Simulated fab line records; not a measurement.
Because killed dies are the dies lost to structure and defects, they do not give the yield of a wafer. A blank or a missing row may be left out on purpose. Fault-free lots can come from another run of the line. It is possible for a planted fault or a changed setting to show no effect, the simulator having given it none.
Which tool did it?	flow sky130	30 wafers from 10 lots sampled at 6 of the route's 708 steps

## WHAT THE GAUGES SHOWED, per wafer
SKY_LOCAL_INTERCONNECT_RS_MEAS_01: measures by four-point-probe.
lot	measured	on	LOCAL_INTERCONNECT_TIN_RS (ohm/sq)
L739	day 29 03:20	filmMetro-01	14.28 14.34 14.19
L743	day 30 15:01	filmMetro-03	14.17 14.25 14.23
L744	day 31 01:28	filmMetro-03	14.27 14.26 14.42
L746	day 31 19:38	filmMetro-03	14.23 14.27 14.26
L752	day 33 21:55	filmMetro-03	14.06 13.91 14.00
L753	day 34 02:19	filmMetro-03	14.07 11.65 14.04
L755	day 34 18:22	filmMetro-03	14.01 14.05 14.08
L757	day 35 02:04	filmMetro-04	14.15 14.34 14.16
L756	day 35 03:26	filmMetro-03	11.78 11.77 14.07
L762	day 37 07:45	filmMetro-01	14.15 14.37 14.21

SKY_LOCAL_INTERCONNECT_THK_MEAS_02: measures by xrf.
lot	measured	on	LOCAL_INTERCONNECT_TIN_THK (nm)
L739	day 29 03:27	filmMetro-01	99.1 98.6 99.9
L743	day 30 15:08	filmMetro-03	99.2 99.3 98.8
L744	day 31 01:35	filmMetro-03	99.0 98.6 97.5
L746	day 31 19:44	filmMetro-03	98.6 98.6 98.9
L752	day 33 22:02	filmMetro-03	100.0 100.9 100.4
L753	day 34 02:25	filmMetro-03	100.2 119.8 100.7
L755	day 34 18:29	filmMetro-03	100.5 100.9 99.9
L757	day 35 02:11	filmMetro-04	98.8 98.1 98.6
L756	day 35 03:34	filmMetro-03	119.4 119.6 100.4
L762	day 37 07:52	filmMetro-01	100.5 98.9 100.1

SKY_CONTACT_RS_MEAS_25: measures by four-point-probe.
lot	measured	on	CONTACT_W_RS (ohm/sq)
L739	day 31 13:35	filmMetro-03	0.336 0.340 0.341
L743	day 32 23:43	filmMetro-03	0.338 0.335 0.339
L744	day 33 09:57	filmMetro-02	0.337 0.339 0.336
L746	day 34 04:53	filmMetro-03	0.333 0.335 0.332
L752	day 36 05:04	filmMetro-02	0.335 0.337 0.336
L753	day 36 10:26	filmMetro-03	0.344 0.342 0.345
L755	day 37 00:28	filmMetro-04	0.344 0.338 0.340
L757	day 37 09:46	filmMetro-03	0.341 0.338 0.339
L756	day 37 10:01	filmMetro-03	0.339 0.334 0.338
L762	day 39 13:40	filmMetro-03	0.333 0.332 0.332

## TOOL THAT RAN EACH LOT (tool first, then ch and the chambers of the sampled wafers, then the start)
lot	SKY_RES_PROTECT_STRIP_07	SKY_LOCAL_INTERCONNECT_SPUTTER_00	SKY_LOCAL_INTERCONNECT_METAL_ETCH_14
L739	plasmaAsher-02 ch 0,1, day 15 00:04	pvdSputter-03, day 29 03:16	rieMetal-01 ch 0,1, day 30 07:35
L743	plasmaAsher-01 ch 0,1, day 16 11:22	pvdSputter-03, day 30 14:57	rieMetal-03 ch 0,1, day 31 18:24
L744	plasmaAsher-02 ch 0,1, day 16 21:49	pvdSputter-04, day 31 01:24	rieMetal-03 ch 0,1, day 32 04:38
L746	plasmaAsher-04 ch 0,1, day 17 22:19	pvdSputter-03, day 31 19:32	rieMetal-04 ch 0, day 32 23:19
L752	plasmaAsher-01 ch 0,1, day 20 02:41	pvdSputter-03, day 33 21:51	rieMetal-03 ch 0,1, day 35 00:25
L753	plasmaAsher-02 ch 0,1, day 20 10:15	pvdSputter-03, day 34 02:13	rieMetal-03 ch 0,1, day 35 05:08
L755	plasmaAsher-01 ch 0,1, day 21 02:07	pvdSputter-01, day 34 18:19	rieMetal-01 ch 0,1, day 35 21:03
L757	plasmaAsher-01 ch 0, day 21 10:44	pvdSputter-04, day 35 01:59	rieMetal-03 ch 0,1, day 36 04:44
L756	plasmaAsher-01 ch 0,1, day 21 12:02	pvdSputter-03, day 35 03:23	rieMetal-04 ch 0,1, day 36 05:07
L762	plasmaAsher-04 ch 0,1, day 24 06:34	pvdSputter-04, day 37 07:41	rieMetal-03 ch 0,1, day 38 09:53
- SKY_RES_PROTECT_STRIP_07: strips in O2/N2.
- SKY_LOCAL_INTERCONNECT_SPUTTER_00: material TiN, target thk 100 nm, time 83.3 s.
- SKY_LOCAL_INTERCONNECT_METAL_ETCH_14: etches TiN in Cl2/BCl3, stops on PSG, target depth 110 nm, time 31.4 s.

## WHAT THE TOOLS THEMSELVES READ (means of the sampled wafers that have a number; where no wafer has one, the mark that the record gives instead)
SKY_RES_PROTECT_STRIP_07.
lot	tool	drypumpMotorCurrentA (A)	oesProductAu (a.u.)	stripTimeToEndpointS (s)
L739	plasmaAsher-02	6.0	0.517	23.26
L743	plasmaAsher-01	5.5	0.513	23.30
L744	plasmaAsher-02	5.8	0.520	23.26
L746	plasmaAsher-04	6.1	0.520	23.31
L752	plasmaAsher-01	5.5	0.515	23.25
L753	plasmaAsher-02	6.0	0.519	23.24
L755	plasmaAsher-01	5.8	0.515	23.28
L757	plasmaAsher-01	6.2	0.518	23.24
L756	plasmaAsher-01	5.5	0.513	23.30
L762	plasmaAsher-04	6.1	0.518	23.25

SKY_LOCAL_INTERCONNECT_SPUTTER_00.
lot	tool	throttleValvePct (%)
L739	pvdSputter-03	30.7
L743	pvdSputter-03	30.1
L744	pvdSputter-04	30.3
L746	pvdSputter-03	30.3
L752	pvdSputter-03	30.1
L753	pvdSputter-03	30.7
L755	pvdSputter-01	30.7
L757	pvdSputter-04	30.0
L756	pvdSputter-03	30.0
L762	pvdSputter-04	29.8

SKY_LOCAL_INTERCONNECT_METAL_ETCH_14.
lot	tool	biasW (W)	drypumpMotorCurrentA (A)	mfcCl2Sccm (sccm)	oesProductAu (a.u.)	throttleValvePct (%)
L739	rieMetal-01	48.52	6.3	60.08	0.941	21.907
L743	rieMetal-03	48.44	5.7	60.00	0.940	21.902
L744	rieMetal-03	48.43	6.1	59.99	0.933	21.908
L746	rieMetal-04	48.44	5.7	60.03	0.934	21.904
L752	rieMetal-03	48.44	6.1	60.09	0.947	21.888
L753	rieMetal-03	48.58	6.1	60.03	0.969	21.879
L755	rieMetal-01	48.48	6.4	60.13	0.945	21.895
L757	rieMetal-03	48.60	5.7	60.03	0.936	21.904
L756	rieMetal-04	48.62	5.5	60.01	0.978	21.880
L762	rieMetal-03	48.46	5.7	60.05	0.943	21.909

## THE ANSWER, worked out from the rows above alone
Rule: what is usual is taken from the lots themselves. Put in order of their means at a reading, lots are off if they are a third of the lots or fewer, leave a main group of 4 or more, and stand apart from it by a gap of 3 or more times the standard deviation of the main group's means; of several such gaps the widest counts. A main group is skipped when, at the precision printed for the reading in the tables above, its means are all equal. Also off: a lot with no number at a reading for which 4 or more lots have one. All remaining lots with rows at the step are treated as sound. The gauges are gone through in route order, then the tools' own readings, and for those a lot's mean is taken as printed above. The first step at which some lot is off is used, and at that step the reading that is off furthest; a lot without a number counts as furthest.
Off: L753, L756, seen at SKY_LOCAL_INTERCONNECT_RS_MEAS_01 (LOCAL_INTERCONNECT_TIN_RS). Main group: mean 14.19 ohm/sq, sd 0.11.
If a tool, at a process step before that reading, ran all the lots that are off and no sound lot after the first of them, it fits. Not tried: the gauges at SKY_LOCAL_INTERCONNECT_RS_MEAS_01; whatever is off there is also off at SKY_LOCAL_INTERCONNECT_METAL_ETCH_14, on other tools, and gauge error can't account for it. One fits: SKY_LOCAL_INTERCONNECT_SPUTTER_00 on pvdSputter-03. A fault onset in the window from L752 (day 33 21:51, its last sound lot) to L753 (day 34 02:13, its first lot off) fits.

## WHAT THE SIMULATOR PUT IN
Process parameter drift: pvdSputter-03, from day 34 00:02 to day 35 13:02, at SKY_LOCAL_INTERCONNECT_SPUTTER_00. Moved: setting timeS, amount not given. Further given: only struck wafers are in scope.
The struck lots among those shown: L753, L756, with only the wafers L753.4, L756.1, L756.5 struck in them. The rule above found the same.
